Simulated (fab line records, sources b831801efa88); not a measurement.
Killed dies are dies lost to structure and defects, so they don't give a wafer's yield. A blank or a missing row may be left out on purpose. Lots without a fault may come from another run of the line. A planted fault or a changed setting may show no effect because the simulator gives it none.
A struck lot beside a sound one | flow sky130 | 42 steps out of a route of 708
Sound: wafers L496.2, L496.3, L496.4. Struck: wafers L504.4, L504.5, L504.6. The cause comes at the end.
At each step with rows: each side's tool, then ch and its chambers, then its first start. Under that, the readings that differ: sound wafers | struck wafers | difference of the means | sigmas: that difference in standard deviations of wafers without a fault.
alike: readings whose means differ by less than 2 such deviations, and words and numbers that are the same on both sides. not compared: withheld readings, readings that some wafer has no value for, bounds like >300 that may hide the same value, and numbers for which the record gives no deviation and whose values overlap.
The two part at a step that has a row with sigmas, a row that says differs or no value, or rows on one side only. Numbers that don't overlap but have no deviation are shown without sigmas and don't part them. A reading that every wafer of one side lacks parts them only if that side has two wafers or more.

first, 2 steps without rows for these wafers: SKY_POLY_CUT_ETCH_10 (etches BARC in N2/H2, stops on SiO2, time 45.9 s, target depth 60 nm); SKY_POLY_CUT_ETCH_11 (etches Si3N4 in CF4/CH2F2/Ar, stops on poly-Si, time 42.5 s, target depth 60 nm).
SKY_POLY_CUT_STRIP_12: strips in O2/N2.
  sound on plasma_asher-01 ch 0,1, day 24 16:16; struck on plasma_asher-04 ch 0,1, day 27 21:43
  alike: drypump_motor_current_A, oes_product_au, strip_time_to_endpoint_s
  not compared: rf_hours_counter_h
then, 7 steps without rows for these wafers: SKY_SD_P_DEHYDRATE_00 (time 60 s); SKY_SD_P_HMDS_01 (prime time 60 s); SKY_SD_P_COAT_02 (resist thk 1140 nm); SKY_SD_P_SOFTBAKE_03 (time 60 s); SKY_SD_P_EXPOSE_04 (exposes mask PSDM, target cd 380 nm); SKY_SD_P_PEB_05; SKY_SD_P_DEVELOP_06 (develop time 60 s).
SKY_SD_P_CD_MEAS_07: target cd 380 nm.
  sound on cd_sem-01, day 25 21:47; struck on cd_sem-01, day 29 01:37
  reading    | sound             | struck            | difference | sigmas
  cd_nm (nm) | 377.8 377.2 375.2 | 383.3 383.5 382.1 | +6.2       | +2
SKY_SD_P_OVL_MEAS_08:
  sound on overlay-01, day 25 21:53; struck on overlay-02, day 29 01:42
  reading       | sound       | struck         | difference | sigmas
  SD_P_OVL (nm) | 0.2 1.8 1.0 | -2.1 -1.4 -1.5 | -2.7       | -2
SKY_SD_P_IMPLANT_09:
  sound on implanter-01 ch 0, day 25 21:56; struck on implanter-01 ch 0, day 29 01:47
SKY_SD_P_STRIP_10: strips in O2/N2.
  sound on plasma_asher-02 ch 0,1, day 25 22:04; struck on plasma_asher-04 ch 0,1, day 29 01:54
  alike: drypump_motor_current_A, oes_product_au, strip_time_to_endpoint_s
  not compared: rf_hours_counter_h
SKY_SD_P_TW_MEAS_11:
  sound on film_metro-01, day 25 22:11; struck on film_metro-04, day 29 02:00
  alike: SD_P_TW
then, 8 steps without rows for these wafers: SKY_RES_XHIGH_DEHYDRATE_00 (time 60 s); SKY_RES_XHIGH_HMDS_01 (prime time 60 s); SKY_RES_XHIGH_COAT_02 (resist thk 1140 nm); SKY_RES_XHIGH_SOFTBAKE_03 (time 60 s); SKY_RES_XHIGH_EXPOSE_04 (exposes mask URPM, target cd 1270 nm); SKY_RES_XHIGH_PEB_05; SKY_RES_XHIGH_DEVELOP_06 (develop time 60 s); SKY_RES_XHIGH_IMPLANT_07.
SKY_RES_XHIGH_STRIP_08: strips in O2/N2.
  sound on plasma_asher-02 ch 0,1, day 27 02:07; struck on plasma_asher-03 ch 0,1, day 30 05:38
  alike: drypump_motor_current_A, oes_product_au, strip_time_to_endpoint_s
  not compared: rf_hours_counter_h
SKY_RES_XHIGH_TW_MEAS_09:
  sound on film_metro-04, day 27 02:13; struck on film_metro-04, day 30 05:44
  alike: RES_XHIGH_TW
then, 7 steps without rows for these wafers: SKY_SD_N_DEHYDRATE_00 (time 60 s); SKY_SD_N_HMDS_01 (prime time 60 s); SKY_SD_N_COAT_02 (resist thk 1140 nm); SKY_SD_N_SOFTBAKE_03 (time 60 s); SKY_SD_N_EXPOSE_04 (exposes mask NSDM, target cd 380 nm); SKY_SD_N_PEB_05; SKY_SD_N_DEVELOP_06 (develop time 60 s).
SKY_SD_N_CD_MEAS_07: target cd 380 nm.
  sound on cd_sem-01, day 28 06:50; struck on cd_sem-02, day 31 08:42
  alike: cd_nm
SKY_SD_N_OVL_MEAS_08:
  sound on overlay-02, day 28 06:56; struck on overlay-01, day 31 08:47
  alike: SD_N_OVL
then, 2 steps without rows for these wafers: SKY_SD_N_IMPLANT_09; SKY_SD_N_IMPLANT_10.
SKY_SD_N_STRIP_11: strips in O2/N2.
  sound on plasma_asher-01 ch 0,1, day 28 07:16; struck on plasma_asher-01 ch 0,1, day 31 09:08
  alike: drypump_motor_current_A, oes_product_au, strip_time_to_endpoint_s
  not compared: rf_hours_counter_h
SKY_SD_N_TW_MEAS_12:
  sound on film_metro-04, day 28 07:23; struck on film_metro-01, day 31 09:14
  alike: SD_N_TW
then, 1 step without rows for these wafers: SKY_SD_N_CLEAN_13 (cleans in SC1/SC2, time 150 s).
SKY_SD_N_RTA_14: time 2 s.
  sound on rtp_anneal-02 ch 0, day 28 07:29; struck on rtp_anneal-02 ch 0, day 31 09:20
  alike: anneal_temp_c_max, lamp_power_pct, wafer_temp_C_max
SKY_SD_N_RS_MEAS_16: measures by four-point-probe.
  sound on film_metro-01, day 28 07:40; struck on film_metro-04, day 31 09:32
  reading          | sound             | struck            | difference | sigmas
  SD_N_RS (ohm/sq) | 68.47 68.67 68.46 | 68.14 68.37 68.33 | -0.25      | -2
-- the record jumps here: 17 days lie between the struck wafers' starts before and after (it left off in module SD_N and takes up again in module PAD_OPEN, whose first step shown is number 708 of the route) --
SKY_PAD_OPEN_PROBE_99:
  sound on prober-01, day 46 03:52; struck on prober-02, day 48 06:34
  reading                                           | sound                | struck               | difference | sigmas
  model.etest.pfet_g5v0d10v5.r_on_ohm_um            | 4704 4720 4672       | 5079 5031 4966       | +327       |
  model.etest.pfet_01v8.r_on_ohm_um                 | 2930 2898 2828       | 3014 3026 3031       | +138       |
  model.etest.pfet_g5v0d10v5.drive_ua_um            | 347.9 349.2 352.9    | 320.4 328.1 331.9    | -23.2      |
  model.etest.res_high_po.rs_ohm_sq_rim_less_centre | -1.209 1.956 -0.2085 | -22.04 -19.79 -18.46 | -20.28     |
  model.etest.res_high_po.rs_ohm_sq_range           | 4.981 8.421 4.828    | 23.19 20.39 19.72    | +15.02     |
  model.etest.pfet_01v8_lvt.drive_ua_um             | 172.6 176.2 175.4    | 163.6 165.2 165      | -10.1      |
  model.etest.pfet_01v8.drive_ua_um                 | 191.3 196 195.7      | 185 183.2 181.8      | -11        |
  model.etest.pfet_01v8_mvt.drive_ua_um             | 151.2 153.5 154.8    | 144.2 146 145.8      | -7.8       |
  alike: killed_at_M0_to_M3, killed_at_M4_up, killed_at_contacts, killed_at_front_end, killed_at_other, killed_dies, killed_open, killed_short

WHERE THEY PART
First at SKY_SD_P_CD_MEAS_07; last, within this record, at SKY_SD_N_RS_MEAS_16. Later steps at which nothing parts them and some readings are alike: SKY_PAD_OPEN_PROBE_99.

WHY: what the simulator had put in
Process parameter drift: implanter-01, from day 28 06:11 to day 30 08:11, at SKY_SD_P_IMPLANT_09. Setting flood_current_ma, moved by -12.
